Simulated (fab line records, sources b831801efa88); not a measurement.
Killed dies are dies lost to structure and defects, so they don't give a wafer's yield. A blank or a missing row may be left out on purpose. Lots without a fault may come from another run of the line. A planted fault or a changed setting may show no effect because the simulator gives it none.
fab line records | flow gf180mcu
record lots=5 wafers=15 last_day=34
route steps=602 shown V4@501 MIM@503 M5@526
lots that met no fault: from a run of the same line without faults
start_h: hours from the record's first day to the start of the lot's first wafer shown | wait_h: hours since the lot's step before | " the same as in the row above | L1.1+2: a row that stands for several wafers | - no value, or no start given | * or withheld: withheld | < > ~ a bound
route shown NAME@n: a module of which the file shows steps, and the number in the route of the first | usual: mean/standard deviation of fault-free wafers | same: alike in all rows | chamber/n: place in a boat | sites: the reading at each site | _std_site: their standard deviation | _edge_site: outer sites' mean less inner sites' | radius_mm: how far each site lies from the wafer's centre | mask NAME#n: copy n | behind: the tool/chamber that last shaped the wafer | hold: why the lot was held/for how many hours/how that ended | device: the transistor (n, p or np) that didn't switch | end of line: the same wafers' tests at the end of the route | a step without rows: its recipe alone | killed: dies lost to structure and defects at the first sort, not the wafer's yield | map: a wafer's dies, x killed, . not, _ none there
set.NAME: the setting as run; set.NAME@STEP: as run at that earlier step | model.NAME: the simulator's own value behind a step, which no gauge read
lots at some steps of the route; a table a step, a row a wafer
services: from which hour (start_h, from the record's first day; less than 0 if before it) a tool's chamber was out of use, for how many hours, and why
## steps
# step GF_V4_THK_MEAS_25
# recipe thk_meas_gauge=xrf reads=W_of_V4_CVD_23
# usual V4_W_THK=336/3.7
# columns lot.wafer tool chamber start_h wait_h V4_W_THK[nm]
L077.2 film_metro-01 - 586.19 0.1 340
L077.5 " - " " 335
L077.6 " - " " 341
L086.2 film_metro-01 - 653.64 0.1 339
L086.3 " - " " 340
L086.5 " - " " 341
L087.2 film_metro-01 - 665.31 0.1 331
L087.3 " - " " 335
L087.4 " - " " 339
L092.4 film_metro-01 - 705.00 0.1 342
L092.5 " - " " 337
L092.6 " - " " 341
L096.4 film_metro-01 - 726.44 0.1 331
L096.5 " - " " 329
L096.6 " - " " 335
# step GF_V4_CMP_26
# recipe stop_on=SiO2 down_force_psi=3.5 platen_rpm=60 t_overpolish_s=15 target_thk_nm=0 pad_velocity_m_s=0.94248
# usual motor_current_A=10.9/1 overpolish_run_s=15.001/0.01 time_to_endpoint_s=85/3.2
# columns lot.wafer tool chamber start_h wait_h motor_current_A overpolish_run_s time_to_endpoint_s
L077.2 cmp-02 3 586.29 0.1 12.5 14.992 83
L077.6 " 2 " " 9.9 15.011 86
L077.5 " 3 " " 11.8 14.999 85
L086.2 cmp-02 0 653.79 0.1 11.9 15.001 82
L086.3 " 1 " " 11.6 15.008 80
L086.5 " 2 " " 9.5 15.000 81
L087.2 cmp-02 2 665.36 0.0 9.2 15.005 78
L087.3 " 0 " " 12.5 14.984 80
L087.4 " 1 " " 11.8 15.004 81
L092.4 cmp-01 2 705.03 0.0 11.8 14.990 87
L092.6 " 2 " " 11.7 15.018 86
L092.5 " 3 " " 9.7 15.013 87
L096.4 cmp-01 2 726.57 0.1 12.2 14.998 78
L096.5 " 0 " " 10.6 14.987 81
L096.6 " 1 " " 10.4 15.002 80
# step GF_MIM_SPUTTER_00
# recipe material=Ti target_thk_nm=37.5 arriving_ion_energy_ev=80 substrate_temp_c=200 chamber_pressure_pa=2 power_w=3886 time_s=150
# usual cathode_dc_power_W=3886.0/0.78 substrate_temp_c=200.02/0.16 throttle_valve_pct=30.1/0.51
# columns lot.wafer tool chamber start_h wait_h cathode_dc_power_W substrate_temp_c throttle_valve_pct
L077.2 pvd_sputter-04 - 586.54 0.2 3885.6 199.98 30.0
L077.5 " - " " 3885.8 199.96 30.2
L077.6 " - " " 3885.3 200.06 29.9
L086.2 pvd_sputter-03 - 653.99 0.1 3885.3 200.11 30.7
L086.3 " - " " 3885.6 200.15 29.0
L086.5 " - " " 3884.9 200.02 30.3
L087.2 pvd_sputter-03 - 665.66 0.2 3885.9 200.03 30.8
L087.3 " - " " 3884.9 200.26 29.8
L087.4 " - " " 3886.2 199.91 29.2
L092.4 pvd_sputter-04 - 705.33 0.2 3886.3 200.02 30.4
L092.5 " - " " 3886.8 200.11 30.3
L092.6 " - " " 3887.8 199.90 30.1
L096.4 pvd_sputter-01 - 726.77 0.1 3885.5 200.00 29.4
L096.5 " - " " 3886.7 199.72 32.2
L096.6 " - " " 3885.0 200.09 29.3
# step GF_MIM_SPUTTER_01
# recipe material=TiN target_thk_nm=30 power_w=6500 time_s=25 chamber_pressure_pa=0.4
# usual cathode_dc_power_W=6500.1/1.1 throttle_valve_pct=30.1/0.51
# columns lot.wafer tool chamber start_h wait_h cathode_dc_power_W throttle_valve_pct
L077.2 pvd_sputter-04 - 586.64 0.1 6499.9 30.1
L077.5 " - " " 6500.7 30.2
L077.6 " - " " 6500.7 30.1
L086.2 pvd_sputter-03 - 654.09 0.1 6500.4 30.7
L086.3 " - " " 6499.8 29.3
L086.5 " - " " 6500.7 30.2
L087.2 pvd_sputter-03 - 665.76 0.1 6500.0 30.4
L087.3 " - " " 6497.4 30.0
L087.4 " - " " 6500.0 29.5
L092.4 pvd_sputter-04 - 705.43 0.1 6498.8 30.4
L092.5 " - " " 6500.3 30.2
L092.6 " - " " 6500.7 29.9
L096.4 pvd_sputter-01 - 726.87 0.1 6497.3 29.6
L096.5 " - " " 6502.4 32.5
L096.6 " - " " 6500.6 29.4
# step GF_MIM_SPUTTER_02
# recipe material=AlCu target_thk_nm=450 power_w=10600 time_s=23.9 chamber_pressure_pa=0.4
# usual cathode_dc_power_W=10600/2 throttle_valve_pct=30.1/0.5
# columns lot.wafer tool chamber start_h wait_h cathode_dc_power_W throttle_valve_pct
L077.2 pvd_sputter-04 - 586.67 0.0 10599 30.0
L077.5 " - " " 10599 30.2
L077.6 " - " " 10601 30.0
L086.2 pvd_sputter-03 - 654.12 0.0 10599 31.1
L086.3 " - " " 10597 29.5
L086.5 " - " " 10603 30.3
L087.2 pvd_sputter-03 - 665.79 0.0 10599 30.9
L087.3 " - " " 10602 30.1
L087.4 " - " " 10597 29.5
L092.4 pvd_sputter-04 - 705.46 0.0 10599 30.2
L092.5 " - " " 10597 30.5
L092.6 " - " " 10599 30.0
L096.4 pvd_sputter-01 - 726.90 0.0 10601 29.3
L096.5 " - " " 10601 32.3
L096.6 " - " " 10601 29.3
# step GF_MIM_SPUTTER_03
# recipe material=Ti target_thk_nm=10 substrate_temp_c=300 chamber_pressure_pa=0.3 power_w=3000 time_s=6.7
# usual cathode_dc_power_W=2999.9/0.54 substrate_temp_c=300.01/0.2 throttle_valve_pct=30.1/0.5
# columns lot.wafer tool chamber start_h wait_h cathode_dc_power_W substrate_temp_c throttle_valve_pct
L077.2 pvd_sputter-04 - 586.70 0.0 3000.3 300.03 29.5
L077.5 " - " " 3000.2 299.99 30.4
L077.6 " - " " 3001.0 299.86 29.9
L086.2 pvd_sputter-03 - 654.15 0.0 3000.1 300.35 30.7
L086.3 " - " " 2999.5 300.14 29.6
L086.5 " - " " 2999.6 300.32 30.3
L087.2 pvd_sputter-03 - 665.82 0.0 2999.8 299.90 30.6
L087.3 " - " " 2999.7 300.43 30.0
L087.4 " - " " 3000.0 299.75 29.3
L092.4 pvd_sputter-04 - 705.49 0.0 2999.5 299.90 30.3
L092.5 " - " " 2999.7 300.26 30.3
L092.6 " - " " 3000.6 300.14 29.5
L096.4 pvd_sputter-01 - 726.93 0.0 3000.2 299.76 29.5
L096.5 " - " " 2999.8 300.17 32.1
L096.6 " - " " 2999.5 299.82 29.5
# step GF_MIM_SPUTTER_04
# recipe material=TiN target_thk_nm=50 power_w=6500 time_s=41.7 chamber_pressure_pa=0.4
# usual cathode_dc_power_W=6500.0/1.2 throttle_valve_pct=30.1/0.51
# columns lot.wafer tool chamber start_h wait_h cathode_dc_power_W throttle_valve_pct
L077.2 pvd_sputter-04 - 586.72 0.0 6501.2 30.1
L077.5 " - " " 6500.3 30.6
L077.6 " - " " 6501.4 29.8
L086.2 pvd_sputter-03 - 654.17 0.0 6499.1 30.5
L086.3 " - " " 6500.3 29.7
L086.5 " - " " 6500.7 30.4
L087.2 pvd_sputter-03 - 665.84 0.0 6499.9 30.8
L087.3 " - " " 6497.7 30.3
L087.4 " - " " 6500.6 29.3
L092.4 pvd_sputter-04 - 705.51 0.0 6500.6 30.3
L092.5 " - " " 6497.7 30.5
L092.6 " - " " 6500.3 29.9
L096.4 pvd_sputter-01 - 726.96 0.0 6501.6 29.1
L096.5 " - " " 6501.0 31.9
L096.6 " - " " 6499.5 29.2
# step GF_MIM_CVD_05
# recipe material=Si3N4 target_thk_nm=42 temp_max_c=400 temp_c=385 time_s=29.086 rf_w=450
# usual heater_power_w=669/80
# columns lot.wafer tool chamber start_h wait_h heater_power_w since_wet_clean_h
L077.2 pecvd-01 2 586.76 0.0 618 620
L077.5 " 2 " " 637 -
L077.6 " 1 " " 576 -
L086.2 pecvd-01 2 654.21 0.0 683 688
L086.3 " 0 " " 702 688
L086.5 " 1 " " 510 -
L087.2 pecvd-01 0 665.88 0.0 697 700
L087.3 " 2 " " 764 700
L087.4 " 2 " " 767 -
L092.4 pecvd-01 1 705.57 0.0 504 -
L092.5 " 0 " " 654 -
L092.6 " 2 " " 634 -
L096.4 pecvd-02 2 727.01 0.0 552 -
L096.5 " 0 " " 745 -
L096.6 " 1 " " 596 -
# step GF_MIM_THK_MEAS_06
# recipe reads=Si3N4_of_MIM_CVD_05
# usual MIM_CVD_05_THK=42.1/0.47
# columns lot.wafer tool chamber start_h wait_h MIM_CVD_05_THK[nm]
L077.2 film_metro-03 - 586.80 0.0 42.1
L077.5 " - " " 42.6
L077.6 " - " " 42.0
L086.2 film_metro-04 - 654.26 0.0 41.8
L086.3 " - " " 41.9
L086.5 " - " " 42.7
L087.2 film_metro-02 - 665.93 0.0 41.7
L087.3 " - " " 41.8
L087.4 " - " " 42.5
L092.4 film_metro-04 - 705.61 0.0 42.5
L092.5 " - " " 42.2
L092.6 " - " " 41.5
L096.4 film_metro-02 - 727.06 0.0 42.4
L096.5 " - " " 41.7
L096.6 " - " " 42.6
# step GF_MIM_SPUTTER_07
# recipe material=TiN target_thk_nm=60 power_w=6500 time_s=50 chamber_pressure_pa=0.4
# usual cathode_dc_power_W=6499.9/1.2 throttle_valve_pct=30.2/0.65
# columns lot.wafer tool chamber start_h wait_h cathode_dc_power_W throttle_valve_pct
L077.2 pvd_sputter-03 - 586.85 0.0 6500.0 30.6
L077.5 " - " " 6498.8 30.2
L077.6 " - " " 6500.8 30.7
L086.2 pvd_sputter-04 - 654.31 0.0 6500.2 30.4
L086.3 " - " " 6502.5 30.6
L086.5 " - " " 6500.2 29.9
L087.2 pvd_sputter-01 - 665.98 0.0 6500.8 32.2
L087.3 " - " " 6502.3 30.0
L087.4 " - " " 6499.7 29.4
L092.4 pvd_sputter-03 - 705.64 0.0 6500.1 29.6
L092.5 " - " " 6499.1 30.4
L092.6 " - " " 6499.5 30.9
L096.4 pvd_sputter-04 - 727.09 0.0 6499.5 30.5
L096.5 " - " " 6499.8 30.4
L096.6 " - " " 6500.1 29.9
# step GF_MIM_SPUTTER_08
# recipe material=AlCu target_thk_nm=200 power_w=10600 time_s=10.6 chamber_pressure_pa=0.4
# usual cathode_dc_power_W=10600/1.9 throttle_valve_pct=30.2/0.63
# columns lot.wafer tool chamber start_h wait_h cathode_dc_power_W throttle_valve_pct
L077.2 pvd_sputter-03 - 586.90 0.0 10600 30.4
L077.5 " - " " 10598 30.3
L077.6 " - " " 10600 30.6
L086.2 pvd_sputter-04 - 654.35 0.0 10598 30.3
L086.3 " - " " 10598 30.7
L086.5 " - " " 10603 30.0
L087.2 pvd_sputter-01 - 666.02 0.0 10600 32.3
L087.3 " - " " 10596 30.1
L087.4 " - " " 10599 29.3
L092.4 pvd_sputter-03 - 705.69 0.0 10596 29.7
L092.5 " - " " 10601 30.2
L092.6 " - " " 10600 30.8
L096.4 pvd_sputter-04 - 727.13 0.0 10599 30.4
L096.5 " - " " 10599 30.7
L096.6 " - " " 10598 29.9
# step GF_MIM_SPUTTER_09
# recipe material=TiN target_thk_nm=35 power_w=6500 time_s=29.2 chamber_pressure_pa=0.4
# usual cathode_dc_power_W=6500.1/1.3 throttle_valve_pct=30.2/0.65
# columns lot.wafer tool chamber start_h wait_h cathode_dc_power_W throttle_valve_pct
L077.2 pvd_sputter-03 - 586.92 0.0 6502.0 30.4
L077.5 " - " " 6500.1 30.3
L077.6 " - " " 6500.5 30.6
L086.2 pvd_sputter-04 - 654.37 0.0 6499.3 30.4
L086.3 " - " " 6500.3 30.7
L086.5 " - " " 6503.0 29.9
L087.2 pvd_sputter-01 - 666.04 0.0 6499.5 32.2
L087.3 " - " " 6501.5 30.2
L087.4 " - " " 6498.0 29.0
L092.4 pvd_sputter-03 - 705.71 0.0 6500.7 29.3
L092.5 " - " " 6500.2 30.4
L092.6 " - " " 6501.3 30.8
L096.4 pvd_sputter-04 - 727.15 0.0 6498.3 30.3
L096.5 " - " " 6499.1 30.5
L096.6 " - " " 6499.4 30.1
# step GF_MIM_RS_MEAS_10
# recipe thk_meas_gauge=four-point-probe reads=TiN_of_MIM_SPUTTER_09+AlCu_of_MIM_SPUTTER_08+TiN_of_MIM_SPUTTER_07
# usual MIM_ALCU_RS=0.1600/0.0013
# columns lot.wafer tool chamber start_h wait_h MIM_ALCU_RS[ohm/sq]
L077.2 film_metro-02 - 586.97 0.0 0.1593
L077.5 " - " " 0.1585
L077.6 " - " " 0.1570
L086.2 film_metro-02 - 654.43 0.0 0.1601
L086.3 " - " " 0.1593
L086.5 " - " " 0.1586
L087.2 film_metro-04 - 666.10 0.0 0.1606
L087.3 " - " " 0.1605
L087.4 " - " " 0.1599
L092.4 film_metro-03 - 705.80 0.1 0.1591
L092.5 " - " " 0.1601
L092.6 " - " " 0.1590
L096.4 film_metro-04 - 727.25 0.1 0.1587
L096.5 " - " " 0.1573
L096.6 " - " " 0.1604
# step GF_MIM_THK_MEAS_11
# recipe thk_meas_gauge=xrf reads=AlCu_of_MIM_SPUTTER_08
# usual MIM_ALCU_THK=197.0/1.8
# columns lot.wafer tool chamber start_h wait_h MIM_ALCU_THK[nm]
L077.2 film_metro-02 - 587.08 0.1 197.1
L077.5 " - " " 198.2
L077.6 " - " " 200.1
L086.2 film_metro-02 - 654.54 0.1 198.2
L086.3 " - " " 197.9
L086.5 " - " " 198.9
L087.2 film_metro-04 - 666.21 0.1 198.2
L087.3 " - " " 199.3
L087.4 " - " " 199.9
L092.4 film_metro-03 - 705.89 0.1 196.5
L092.5 " - " " 196.4
L092.6 " - " " 197.0
L096.4 film_metro-04 - 727.34 0.1 199.3
L096.5 " - " " 199.3
L096.6 " - " " 196.8
# step GF_MIM_DEHYDRATE_12
# recipe temp_c=200 time_s=60
# columns lot.wafer tool chamber start_h wait_h
L077.2+5+6 litho_track-02 0 597.99 10.9
L086.2+3+5 litho_track-02 0 663.59 9.0
L087.2+3+4 litho_track-01 0 674.19 8.0
L092.4+5+6 litho_track-01 0 713.79 7.9
L096.4+5+6 litho_track-01 0 734.39 7.0
# step GF_MIM_HMDS_13
# recipe prime_time_s=60 prime_temp_c=120
# columns lot.wafer tool chamber start_h wait_h
L077.2+5+6 litho_track-02 0 598.14 0.1
L086.2+3+5 litho_track-02 0 663.74 0.1
L087.2+3+4 litho_track-01 0 674.34 0.1
L092.4+5+6 litho_track-01 0 713.94 0.1
L096.4+5+6 litho_track-01 0 734.54 0.1
# step GF_MIM_COAT_14
# recipe resist=NOVOLAK spin_rpm=3000 resist_thk_nm=1000
# usual dispense_pressure_kPa=49.3/1.5 spin_speed_rpm=3000.4/2.2
# columns lot.wafer tool chamber start_h wait_h dispense_pressure_kPa spin_speed_rpm
L077.2 litho_track-02 0 598.29 0.1 51.3 3001.1
L077.5 " 0 " " 51.3 3000.5
L077.6 " 0 " " 51.3 2997.6
L086.2 litho_track-02 0 663.89 0.1 51.3 3001.5
L086.3 " 0 " " 51.3 3002.7
L086.5 " 0 " " 51.3 3000.4
L087.2 litho_track-01 0 674.49 0.1 48.0 3000.4
L087.3 " 0 " " 48.0 3002.6
L087.4 " 0 " " 48.1 3005.0
L092.4 litho_track-01 0 714.09 0.1 48.0 3001.7
L092.5 " 0 " " 48.1 3001.8
L092.6 " 0 " " 48.0 3002.3
L096.4 litho_track-01 0 734.69 0.1 48.1 3002.7
L096.5 " 0 " " 48.1 3003.7
L096.6 " 0 " " 48.0 3001.9
# step GF_MIM_SOFTBAKE_15
# recipe temp_c=90 time_s=60 resist=NOVOLAK
# columns lot.wafer tool chamber start_h wait_h
L077.2+5+6 litho_track-02 0 598.44 0.1
L086.2+3+5 litho_track-02 0 664.04 0.1
L087.2+3+4 litho_track-01 0 674.64 0.1
L092.4+5+6 litho_track-01 0 714.24 0.1
L096.4+5+6 litho_track-01 0 734.84 0.1
# step GF_MIM_EXPOSE_16
# recipe mask_id=FuseTop target_cd_nm=2000 na=0.6 source_shape=conventional sigma_outer=0.6 dose_mj=140
# usual exposure_dose_mJ_cm2=139.99/0.14
# columns lot.wafer tool chamber start_h wait_h mask exposure_dose_mJ_cm2
L077.2 iline_stepper-02 0 - - FuseTop#0 140.05
L077.5 " 0 " " FuseTop#0 140.08
L077.6 " 0 " " FuseTop#0 140.02
L086.2 iline_stepper-01 0 - - FuseTop#0 139.95
L086.3 " 0 " " FuseTop#0 139.89
L086.5 " 0 " " FuseTop#0 140.09
L087.2 iline_stepper-01 0 - - FuseTop#0 139.96
L087.3 " 0 " " FuseTop#0 139.88
L087.4 " 0 " " FuseTop#0 139.99
L092.4 iline_stepper-01 0 - - FuseTop#0 140.19
L092.5 " 0 " " FuseTop#0 140.01
L092.6 " 0 " " FuseTop#0 140.04
L096.4 iline_stepper-02 0 - - FuseTop#0 139.99
L096.5 " 0 " " FuseTop#0 139.79
L096.6 " 0 " " FuseTop#0 139.78
# step GF_MIM_PEB_17
# recipe temp_c=withheld time_s=* resist=NOVOLAK
# columns lot.wafer tool chamber start_h wait_h
L077.2+5+6 litho_track-01 0 - -
L086.2+3+5 litho_track-04 0 - -
L087.2+3+4 litho_track-02 0 - -
L092.4+5+6 litho_track-02 0 - -
L096.4+5+6 litho_track-01 0 - -
# step GF_MIM_DEVELOP_18
# recipe develop_time_s=60 dev_temp_c=23
# columns lot.wafer tool chamber start_h wait_h
L077.2+5+6 litho_track-01 0 608.35 0.1
L086.2+3+5 litho_track-04 0 673.10 0.1
L087.2+3+4 litho_track-02 0 684.59 0.1
L092.4+5+6 litho_track-02 0 723.24 0.1
L096.4+5+6 litho_track-01 0 743.54 0.1
# step GF_MIM_METAL_ETCH_19
# recipe chemistry=Cl2/BCl3 mask_material=NOVOLAK stop_on=Si3N4 target_depth_nm=324.5 pressure_mtorr=8 icp_w=800 bias_w=140 Cl2_flow_sccm=80 bcl3_flow_sccm=40 time_s=54.1
# usual drypump_motor_current_A=5.6/0.41 oes_product_au=0.942/0.0061 throttle_valve_pct=28.281/0.01
# columns lot.wafer tool chamber start_h wait_h drypump_motor_current_A oes_product_au rf_hours_counter_h throttle_valve_pct
L077.2 rie_metal-01 0 608.47 0.1 5.4 0.949 10 28.281
L077.5 " 0 " " 5.4 0.949 - 28.281
L077.6 " 1 " " 5.8 0.948 - 28.281
L086.2 rie_metal-03 0 673.22 0.1 5.1 0.943 8 28.277
L086.3 " 1 " " 6.2 0.948 - 28.255
L086.5 " 1 " " 6.2 0.949 - 28.284
L087.2 rie_metal-03 0 684.72 0.1 5.1 0.942 8 28.306
L087.3 " 0 " " 5.1 0.935 - 28.293
L087.4 " 1 " " 6.2 0.942 - 28.289
L092.4 rie_metal-04 1 723.34 0.1 5.2 0.940 - 28.281
L092.5 " 1 " " 5.2 0.940 - 28.289
L092.6 " 0 " " 5.8 0.945 - 28.282
L096.4 rie_metal-01 1 743.69 0.1 5.8 0.950 - 28.258
L096.5 " 1 " " 5.8 0.947 - 28.276
L096.6 " 1 " " 5.8 0.945 - 28.277
# step GF_MIM_STRIP_20
# recipe chemistry=O2/N2 power_w=1400 pressure_mtorr=1500 platen_temp_c=250 o2_flow_sccm=3000 n2_flow_sccm=300 overash_fraction=0.5
# usual drypump_motor_current_A=6.2/0.44 heater_power_w=337/19 oes_product_au=0.692/0.0043 strip_time_to_endpoint_s=11.22/0.04
# columns lot.wafer tool chamber start_h wait_h drypump_motor_current_A heater_power_w oes_product_au rf_hours_counter_h strip_time_to_endpoint_s
L077.2 plasma_asher-03 1 608.54 0.0 5.5 318 0.693 89 11.22
L077.5 " 1 " " 5.5 332 0.695 - 11.19
L077.6 " 0 " " 5.5 321 0.689 - 11.18
L086.2 plasma_asher-04 0 673.29 0.0 6.3 336 0.690 26 11.25
L086.3 " 1 " " 6.6 372 0.690 - 11.23
L086.5 " 1 " " 6.6 364 0.697 - 11.22
L087.2 plasma_asher-03 0 684.79 0.0 5.5 310 0.695 98 11.18
L087.3 " 1 " " 5.5 329 0.693 - 11.22
L087.4 " 0 " " 5.5 325 0.691 - 11.18
L092.4 plasma_asher-04 1 723.42 0.1 6.6 365 0.697 - 11.23
L092.5 " 0 " " 6.3 332 0.690 - 11.22
L092.6 " 1 " " 6.6 361 0.683 - 11.21
L096.4 plasma_asher-04 1 743.79 0.1 6.6 365 0.690 - 11.16
L096.5 " 1 " " 6.6 369 0.695 - 11.18
L096.6 " 0 " " 6.3 319 0.686 - 11.17
# step GF_MIM_STRIP_21
# recipe chemistry=post_etch_residue_remover time_s=1200 temp_c=72.5
# columns lot.wafer tool chamber start_h wait_h
L077.2+5+6 wet_bench-04 2 608.64 0.1
L086.2+3+5 wet_bench-01 0 673.39 0.1
L087.2+3+4 wet_bench-01 0 684.89 0.1
L092.4+5+6 wet_bench-01 0 723.49 0.0
L096.4+5+6 wet_bench-04 2 743.86 0.0
# step GF_MIM_CLEAN_22
# recipe chemistry=DIW dry=n2_spin
# columns lot.wafer tool chamber start_h wait_h
L077.2+5+6 wet_bench-01 2 608.98 0.0
L086.2+3+5 wet_bench-03 3 673.73 0.0
L087.2+3+4 wet_bench-01 0 685.23 0.0
L092.4+5+6 wet_bench-04 1 723.83 0.0
L096.4+5+6 wet_bench-03 1 744.23 0.0
# step GF_M5_DEHYDRATE_00
# recipe temp_c=200 time_s=60
# columns lot.wafer tool chamber start_h wait_h
L077.2+5+6 litho_track-04 0 619.85 10.8
L086.2+3+5 litho_track-01 0 682.54 8.7
L087.2+3+4 litho_track-01 0 693.44 8.1
L092.4+5+6 litho_track-03 0 732.11 8.2
L096.4+5+6 litho_track-04 0 751.90 7.6
# step GF_M5_HMDS_01
# recipe prime_time_s=60 prime_temp_c=120
# columns lot.wafer tool chamber start_h wait_h
L077.2+5+6 litho_track-04 0 620.00 0.1
L086.2+3+5 litho_track-01 0 682.69 0.1
L087.2+3+4 litho_track-01 0 693.59 0.1
L092.4+5+6 litho_track-03 0 732.26 0.1
L096.4+5+6 litho_track-04 0 752.05 0.1
# step GF_M5_COAT_02
# recipe resist=KrF spin_rpm=withheld resist_thk_nm=1000
# usual dispense_pressure_kPa=48.6/1.8
# columns lot.wafer tool chamber start_h wait_h dispense_pressure_kPa
L077.2 litho_track-04 0 620.15 0.1 50.4
L077.5 " 0 " " 50.4
L077.6 " 0 " " 50.4
L086.2 litho_track-01 0 682.84 0.1 48.1
L086.3 " 0 " " 48.1
L086.5 " 0 " " 48.1
L087.2 litho_track-01 0 693.74 0.1 48.1
L087.3 " 0 " " 48.1
L087.4 " 0 " " 48.0
L092.4 litho_track-03 0 732.41 0.1 46.3
L092.5 " 0 " " 46.3
L092.6 " 0 " " 46.3
L096.4 litho_track-04 0 752.20 0.1 50.4
L096.5 " 0 " " 50.4
L096.6 " 0 " " 50.4
# step GF_M5_SOFTBAKE_03
# recipe temp_c=130 time_s=60 resist=KrF
# columns lot.wafer tool chamber start_h wait_h
L077.2+5+6 litho_track-04 0 620.30 0.1
L086.2+3+5 litho_track-01 0 682.99 0.1
L087.2+3+4 litho_track-01 0 693.89 0.1
L092.4+5+6 litho_track-03 0 732.56 0.1
L096.4+5+6 litho_track-04 0 752.35 0.1
# step GF_M5_EXPOSE_04
# recipe mask_id=Metal5 target_cd_nm=280 na=0.68 source_shape=conventional sigma_outer=0.6 dose_mj=28.67
# usual exposure_dose_mJ_cm2=28.000/0.026
# columns lot.wafer tool chamber start_h wait_h mask exposure_dose_mJ_cm2
L077.2 krf_scanner-01 0 - - Metal5#0 27.978
L077.5 " 0 " " Metal5#0 27.974
L077.6 " 0 " " Metal5#0 28.006
L086.2 krf_scanner-01 0 - - Metal5#0 27.989
L086.3 " 0 " " Metal5#0 28.012
L086.5 " 0 " " Metal5#0 27.995
L087.2 krf_scanner-02 0 - - Metal5#0 27.988
L087.3 " 0 " " Metal5#0 27.990
L087.4 " 0 " " Metal5#0 27.986
L092.4 krf_scanner-02 0 - - Metal5#0 27.957
L092.5 " 0 " " Metal5#0 28.009
L092.6 " 0 " " Metal5#0 28.009
L096.4 krf_scanner-02 0 - - Metal5#0 28.026
L096.5 " 0 " " Metal5#0 28.037
L096.6 " 0 " " Metal5#0 27.963
# step GF_M5_PEB_05
# recipe peb_temp_c=135 peb_time_s=90 resist=KrF
# columns lot.wafer tool chamber start_h wait_h
L077.2+5+6 litho_track-04 0 - -
L086.2+3+5 litho_track-04 0 - -
L087.2+3+4 litho_track-01 0 - -
L092.4+5+6 litho_track-03 0 - -
L096.4+5+6 litho_track-03 0 - -
# step GF_M5_DEVELOP_06
# recipe develop_time_s=60 dev_temp_c=21
# columns lot.wafer tool chamber start_h wait_h
L077.2+5+6 litho_track-04 0 629.80 0.2
L086.2+3+5 litho_track-04 0 692.50 0.2
L087.2+3+4 litho_track-01 0 703.44 0.2
L092.4+5+6 litho_track-03 0 740.96 0.1
L096.4+5+6 litho_track-03 0 759.36 0.1
# step GF_M5_CD_MEAS_07
# recipe target_cd_nm=280
# usual cd_nm=280.0/1.1
# columns lot.wafer tool chamber start_h wait_h cd_nm
L077.2 cd_sem-01 - 629.94 0.1 279.8
L077.5 " - " " 280.4
L077.6 " - " " 280.3
L086.2 cd_sem-01 - 692.64 0.1 278.5
L086.3 " - " " 278.5
L086.5 " - " " 277.8
L087.2 cd_sem-02 - 703.59 0.1 279.3
L087.3 " - " " 278.9
L087.4 " - " " 278.9
L092.4 cd_sem-01 - 741.09 0.1 278.0
L092.5 " - " " 278.5
L092.6 " - " " 278.2
L096.4 cd_sem-02 - 759.49 0.1 281.5
L096.5 " - " " 280.8
L096.6 " - " " 281.2
# step GF_M5_OVL_MEAS_08
# usual M5_OVL=1/5.8
# columns lot.wafer tool chamber start_h wait_h M5_OVL[nm]
L077.2 overlay-02 - 630.05 0.1 1
L077.5 " - " " 5
L077.6 " - " " -5
L086.2 overlay-02 - 692.75 0.1 -4
L086.3 " - " " 0
L086.5 " - " " 1
L087.2 overlay-01 - 703.70 0.1 -11
L087.3 " - " " -6
L087.4 " - " " -8
L092.4 overlay-01 - 741.17 0.1 1
L092.5 " - " " -5
L092.6 " - " " 0
L096.4 overlay-01 - 759.57 0.1 -8
L096.5 " - " " 1
L096.6 " - " " -5
# step GF_M5_ETCH_09
# recipe chemistry=CF4/O2 target=Si3N4 target_depth_nm=52 source_w=800 bias_w=150 pressure_mtorr=150 cf4_flow_sccm=80 O2_flow_sccm=10 time_s=11.6
# usual drypump_motor_current_A=5.9/0.49 oes_product_au=1.003/0.0077 throttle_valve_pct=5.971/0.0087
# columns lot.wafer tool chamber start_h wait_h drypump_motor_current_A oes_product_au rf_hours_counter_h throttle_valve_pct
L077.2 rie_diel-01 3 630.08 0.0 5.7 0.993 4 5.965
L077.5 " 2 " " 6.7 1.000 - 5.979
L077.6 " 3 " " 5.7 1.015 - 5.976
L086.2 rie_diel-01 1 692.78 0.0 5.6 0.981 34 5.969
L086.3 " 3 " " 5.7 0.994 6 5.964
L086.5 " 2 " " 6.7 0.989 - 5.978
L087.2 rie_diel-01 0 703.73 0.0 6.4 1.004 1 5.949
L087.3 " 3 " " 5.7 1.003 7 5.979
L087.4 " 2 " " 6.7 1.007 14 5.983
L092.4 rie_diel-01 3 741.19 0.0 5.7 1.007 8 5.959
L092.5 " 2 " " 6.7 1.008 - 5.992
L092.6 " 3 " " 5.7 0.999 - 5.965
L096.4 rie_diel-03 2 759.60 0.0 5.4 1.004 - 5.978
L096.5 " 1 " " 5.8 1.000 - 5.974
L096.6 " 3 " " 5.5 0.990 - 5.969
## services
# columns tool chamber start_h hours kind
cmp-01 - 572.00 4.0 pm
pvd_sputter-01 - 581.14 27.6 repair
rie_diel-01 1 626.16 10.0 repair
rie_diel-01 0 629.35 6.6 repair
cmp-02 - 638.21 11.7 pm
iline_stepper-01 - 641.31 14.7 repair
krf_scanner-02 - 644.07 0.9 repair
pvd_sputter-01 - 644.27 8.1 repair
krf_scanner-02 - 659.82 0.8 pm
rie_diel-01 2 663.57 2.3 repair
krf_scanner-02 - 665.51 0.8 pm
pvd_sputter-04 - 678.48 3.4 repair
cmp-02 - 678.92 0.3 repair
wet_bench-04 - 684.70 1.9 repair
pvd_sputter-03 - 696.67 5.0 repair
wet_bench-01 - 697.66 1.9 pm
plasma_asher-04 - 703.80 0.4 repair
krf_scanner-02 - 713.48 1.0 pm
krf_scanner-02 - 718.58 0.5 repair
iline_stepper-01 - 719.59 1.7 pm
cmp-02 - 724.76 4.2 pm
pvd_sputter-01 - 728.86 14.8 repair
krf_scanner-02 - 738.04 1.3 pm
cmp-02 - 747.30 4.0 pm
## key
fault none
